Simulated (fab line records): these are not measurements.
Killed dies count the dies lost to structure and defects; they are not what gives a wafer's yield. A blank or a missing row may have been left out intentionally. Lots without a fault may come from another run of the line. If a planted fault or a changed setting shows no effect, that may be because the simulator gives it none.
Matching of chambers | flow gf180mcu | 3 sister chambers for GF_SAB_CVD_00 on pecvd-02
The step deposits SiO2 from TEOS, target thk 50 nm, time 4.9302 s. 3 wafers are shown with their chamber, then 6 later ones without.

## WAFERS, EACH WITH ITS CHAMBER
wafer  | chamber | heaterPowerW (W)
L671.2 | 0       | 804
L671.3 | 1       | 483
L671.4 | 2       | 686

## WAFERS WHOSE CHAMBER IS MISSING
wafer  | heaterPowerW (W)
L674.1 | 542
L674.5 | 830
L674.6 | 734
L680.4 | 805
L680.5 | 711
L680.6 | 572

## WHICH CHAMBER EACH ONE RAN IN
wafer  | from the rows above     | in truth
L674.1 | can't be placed: 1 or 2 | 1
L674.5 | 0                       | 0
L674.6 | can't be placed: 2 or 0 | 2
L680.4 | 0                       | 0
L680.5 | can't be placed: 2 or 0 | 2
L680.6 | can't be placed: 1 or 2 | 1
Correct placement for 2 of the 6. These rows do not allow placing 4 (true chamber among the candidates in 4). Wrongly placed: 0.
How it was worked out, from the rows above alone: a wafer's distance from a chamber is the root of the sum, over the readings, of the square of ((its reading less the chamber's mean) divided by the reading's scatter). If the next closest chamber is less than 2 further off than the closest, the wafer can't be placed; otherwise it belongs to the closest. A chamber's mean is the mean of its shown wafers. The scatter: with one shown wafer a chamber, the root of the mean of the squares of how far each hidden wafer lies from its nearest shown one.
